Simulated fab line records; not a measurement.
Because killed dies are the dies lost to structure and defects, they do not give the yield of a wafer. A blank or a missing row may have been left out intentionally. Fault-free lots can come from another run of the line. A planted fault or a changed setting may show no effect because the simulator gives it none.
Which tool was responsible?    flow sky130    11 lots, 33 wafers sampled, at 5 steps of a route of 708

== WHAT THE GAUGES READ, wafer by wafer ==
SKY_LI_CONTACT_BOW_MEAS_03. Usual: LI_CONTACT_BOW 55 um, standard deviation 6.6.
lot   measured      on             LI_CONTACT_BOW (um)  flag
L598  day 28 13:17  film_metro-03  57 52 51             
L599  day 29 02:56  film_metro-04  60 66 56             
L604  day 30 20:16  film_metro-03  47 52 57             
L607  day 32 04:01  film_metro-01  58 58 58             
L611  day 33 11:51  film_metro-01  53 52 56             
L612  day 33 17:59  film_metro-01  47 56 53             
L614  day 34 00:38  film_metro-01  44 66 57             
L616  day 34 20:52  film_metro-04  60 59 53             
L618  day 35 09:16  film_metro-03  60 67 52             
L619  day 35 11:59  film_metro-03  64 49 52             
L620  day 35 13:20  film_metro-04  47 45 50             

SKY_LOCAL_INTERCONNECT_RS_MEAS_01: uses a four-point probe to measure. Usual: LOCAL_INTERCONNECT_TIN_RS 14.18 ohm/sq, standard deviation 0.21.
lot   measured      on             LOCAL_INTERCONNECT_TIN_RS (ohm/sq)  flag
L598  day 29 19:52  film_metro-04  13.94 14.46 14.23                   
L599  day 30 08:38  film_metro-03  14.23 14.55 14.56                   
L604  day 32 02:20  film_metro-02  14.03                               
L607  day 33 09:16  film_metro-04  14.16 14.02 14.36                   
L611  day 34 16:56  film_metro-02  14.34 14.06 14.38                   
L612  day 34 22:37  film_metro-02  14.07 14.42 14.17                   
L614  day 35 05:04  film_metro-02  14.34 14.42 14.28                   
L616  day 36 01:37  film_metro-02  14.21 14.35 14.43                   
L618  day 36 12:13  film_metro-03  14.49 14.16 14.26                   
L619  day 36 15:45  film_metro-02  14.30 14.31 13.98                   
L620  day 36 16:47  film_metro-04  14.23 14.35 14.02                   

== EACH LOT AND THE TOOL THAT RAN IT (in order: tool; ch and the chambers of the sampled wafers; start) ==
lot   SKY_LI_CONTACT_ETCH_15              SKY_LI_CONTACT_STRIP_16               SKY_LI_CONTACT_CMP_24
L598  rie_diel-04 ch 0,1,2, day 29 18:39  plasma_asher-01 ch 0,1, day 29 18:44  cmp-02 ch 1,2,3, day 29 19:29
L599  rie_diel-04 ch 0,1,3, day 30 07:26  plasma_asher-03 ch 0, day 30 07:31    cmp-01 ch 0,2,3, day 30 08:15
L604  rie_diel-01 ch 0,3, day 32 01:06    plasma_asher-04 ch 0,1, day 32 01:13  cmp-02 ch 0,1,3, day 32 01:56
L607  rie_diel-04 ch 0,2,3, day 33 08:05  plasma_asher-03 ch 0,1, day 33 08:10  cmp-02 ch 0,2,3, day 33 08:57
L611  rie_diel-04 ch 1,2,3, day 34 15:44  plasma_asher-01 ch 0,1, day 34 15:49  cmp-01 ch 0,1,2, day 34 16:33
L612  rie_diel-02 ch 1,2, day 34 21:24    plasma_asher-03 ch 0,1, day 34 21:29  cmp-02 ch 2,3, day 34 22:13
L614  rie_diel-02 ch 2,3, day 35 03:51    plasma_asher-03 ch 1, day 35 03:56    cmp-02 ch 1,2,3, day 35 04:40
L616  rie_diel-04 ch 0,2,3, day 36 00:26  plasma_asher-04 ch 0,1, day 36 00:31  cmp-01 ch 0,3, day 36 01:15
L618  rie_diel-04 ch 0,2, day 36 11:02    plasma_asher-04 ch 0,1, day 36 11:07  cmp-01 ch 0,1, day 36 11:51
L619  rie_diel-01 ch 0,2,3, day 36 14:32  plasma_asher-01 ch 0,1, day 36 14:37  cmp-01 ch 0,1,2, day 36 15:32
L620  rie_diel-02 ch 0,2,3, day 36 15:32  plasma_asher-03 ch 0,1, day 36 15:37  cmp-02 ch 0,1,2, day 36 16:23
- SKY_LI_CONTACT_ETCH_15: etches PSG in C4F8/O2/Ar, stops on Si, target depth 600 nm.
- SKY_LI_CONTACT_STRIP_16: strips in O2/N2.
- SKY_LI_CONTACT_CMP_24: polishes, stops on PSG, t overpolish 20 s, target thk 0 nm.

== AS READ BY THE TOOLS THEMSELVES (means over the sampled wafers that have a number; for cases with no such wafer, the mark the record gives instead) ==
SKY_LI_CONTACT_ETCH_15. Usual: chamber_pressure_mTorr 40.00 mTorr, standard deviation 0.035; oes_product_au 0.836 a.u., standard deviation 0.0047.
lot   tool         chamber_pressure_mTorr (mTorr)  oes_product_au (a.u.)  flag
L598  rie_diel-04  40.02                           0.834                  
L599  rie_diel-04  40.02                           0.842                  
L604  rie_diel-01  40.03                           0.785                  OFF
L607  rie_diel-04  40.00                           0.835                  
L611  rie_diel-04  39.99                           0.834                  
L612  rie_diel-02  39.98                           0.836                  
L614  rie_diel-02  40.01                           0.839                  
L616  rie_diel-04  40.02                           0.836                  
L618  rie_diel-04  40.01                           0.833                  
L619  rie_diel-01  39.98                           0.840                  
L620  rie_diel-02  39.99                           0.835                  

SKY_LI_CONTACT_STRIP_16. Usual: chamber_pressure_mTorr 1500.0 mTorr, standard deviation 1.4; drypump_motor_current_A 5.7 A, standard deviation 0.45; o2_flow_sccm 3000 sccm, standard deviation 8.3; oes_product_au 0.376 a.u., standard deviation 0.0051; strip_time_to_endpoint_s 3.51 s, standard deviation 0.042.
lot   tool             chamber_pressure_mTorr (mTorr)  drypump_motor_current_A (A)  o2_flow_sccm (sccm)  oes_product_au (a.u.)  strip_time_to_endpoint_s (s)  flag
L598  plasma_asher-01  1499.5                          5.7                          2997                 0.376                  3.48                          
L599  plasma_asher-03  1500.3                          5.0                          2996                 0.377                  3.52                          
L604  plasma_asher-04  1499.8                          5.8                          3007                 0.393                  3.94                          OFF
L607  plasma_asher-03  1499.9                          5.7                          2999                 0.383                  3.53                          
L611  plasma_asher-01  1500.9                          5.7                          3003                 0.375                  3.50                          
L612  plasma_asher-03  1500.9                          5.4                          3005                 0.373                  3.55                          
L614  plasma_asher-03  1499.7                          6.0                          2992                 0.382                  3.53                          
L616  plasma_asher-04  1499.2                          5.9                          3004                 0.373                  3.51                          
L618  plasma_asher-04  1500.8                          5.8                          3001                 0.383                  3.57                          
L619  plasma_asher-01  1498.4                          5.7                          3003                 0.374                  3.49                          
L620  plasma_asher-03  1499.9                          5.7                          2998                 0.372                  3.47                          

SKY_LI_CONTACT_CMP_24. Usual: head_pressure_psi 3.501 psi, standard deviation 0.0069; motor_current_A 11.3 A, standard deviation 1.7; slurry_flow_ml_min 150.0, standard deviation 0.46.
lot   tool    head_pressure_psi (psi)  motor_current_A (A)  slurry_flow_ml_min  flag
L598  cmp-02  3.508                    12.4                 150.2               
L599  cmp-01  3.501                    10.8                 150.3               
L604  cmp-02  3.498                    11.4                 150.4               
L607  cmp-02  3.499                    12.4                 150.2               
L611  cmp-01  3.503                    11.5                 149.6               
L612  cmp-02  3.496                    13.8                 149.4               
L614  cmp-02  3.497                    11.8                 150.2               
L616  cmp-01  3.494                    9.6                  150.2               
L618  cmp-01  3.503                    11.1                 149.8               
L619  cmp-01  3.505                    11.3                 149.7               
L620  cmp-02  3.496                    11.4                 150.1               

== THE ANSWER, worked out from the rows above alone ==
Rule: take the mean of a lot's wafers that have a number; if it is more than 3 standard deviations from the usual mean, the lot is off. Also off: a lot with no number at a reading for which 4 or more lots have one. All remaining lots with rows at the step are treated as sound. After the gauges, taken in route order, come the tools' own readings; for these a lot's mean is taken, as printed above. The first step at which some lot is off is used, and at that step the reading that is off furthest; a lot without a number counts as furthest.
Off: L604 (SKY_LI_CONTACT_ETCH_15, oes_product_au).
If a tool, at that step or one of the process steps before it, ran each lot that is off and ran no sound lot following the first of them, it fits. No candidate that was tried fits.

== WHAT THE SIMULATOR HAD INSERTED ==
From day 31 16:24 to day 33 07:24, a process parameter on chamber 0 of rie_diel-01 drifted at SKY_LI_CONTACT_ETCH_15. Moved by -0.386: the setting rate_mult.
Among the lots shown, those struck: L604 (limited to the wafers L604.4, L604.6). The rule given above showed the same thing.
